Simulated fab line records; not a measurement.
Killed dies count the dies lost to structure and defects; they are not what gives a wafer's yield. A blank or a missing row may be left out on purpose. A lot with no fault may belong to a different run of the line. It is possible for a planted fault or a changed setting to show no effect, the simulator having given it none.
What tool caused it? ; flow gf180mcu ; 35 wafers from 12 lots sampled at 2 of the route's 602 steps

WHAT THE GAUGES READ, wafer by wafer
GF_M3_OVL_MEAS_15. Usual: M3_OVL typically reads 5 nm, with standard deviation 5.2.
lot;measured;on;M3_OVL (nm);flag
L250;day 21 06:55;overlay-01;6 5 3;
L251;day 21 23:08;overlay-01;5 10 3;
L253;day 22 14:41;overlay-01;10 6 10;
L255;day 23 11:38;overlay-01;3 7 7;
L257;day 24 05:14;overlay-02;19 16 13;
L258;day 24 13:50;overlay-01;7 12 6;
L259;day 24 19:39;overlay-01;12 10 11;
L260;day 25 07:50;overlay-02;1 13 4;
L267;day 27 13:02;overlay-01;9 -1;
L270;day 28 07:22;overlay-02;11 10 11;
L271;day 28 16:44;overlay-02;11 5 9;
L272;day 28 20:18;overlay-02;3 3 8;

GF_V3_BOW_MEAS_05. Usual: V3_BOW typically reads 116 um, with standard deviation 10.
lot;measured;on;V3_BOW (um);flag
L250;day 21 08:11;film-metro-04;104 105 107;
L251;day 22 00:40;film-metro-03;135 139 134;
L253;day 22 15:57;film-metro-04;114 119 100;
L255;day 23 12:54;film-metro-03;119 131 129;
L257;day 24 06:30;film-metro-02;120 119 113;
L258;day 24 15:06;film-metro-04;131 127 129;
L259;day 24 20:56;film-metro-04;117 117 115;
L260;day 25 09:13;film-metro-04;133 123 119;
L267;day 27 14:22;film-metro-02;131 110;
L270;day 28 08:49;film-metro-02;104 96 103;
L271;day 28 18:02;film-metro-02;100 112 103;
L272;day 28 21:56;film-metro-04;116 126 117;

EACH LOT AND THE TOOL THAT RAN IT (in order: tool; ch and the chambers of the sampled wafers; start)
No process step before these readings appears in the record.

WHAT THE TOOLS THEMSELVES READ (means of the sampled wafers that have a number; where no wafer has one, the mark that the record gives instead)
The record holds no such reading with a usual standard deviation.

THE ANSWER, worked out from the rows above alone
Rule: a lot counts as off when the mean over its wafers that have a number is more than 3 standard deviations away from the usual mean. Also off: a lot with no number at a reading for which 4 or more lots have one. Any other lot the step has rows for is counted as sound. First the gauges in route order, then the tools' own readings, where a lot's mean is used as printed above. At the first step where some lot is off, the reading lying furthest off is the one used; lots without a number count as furthest.
None of the lots is off at any reading shown; this tells nothing.

WHAT THE SIMULATOR HAD PUT IN
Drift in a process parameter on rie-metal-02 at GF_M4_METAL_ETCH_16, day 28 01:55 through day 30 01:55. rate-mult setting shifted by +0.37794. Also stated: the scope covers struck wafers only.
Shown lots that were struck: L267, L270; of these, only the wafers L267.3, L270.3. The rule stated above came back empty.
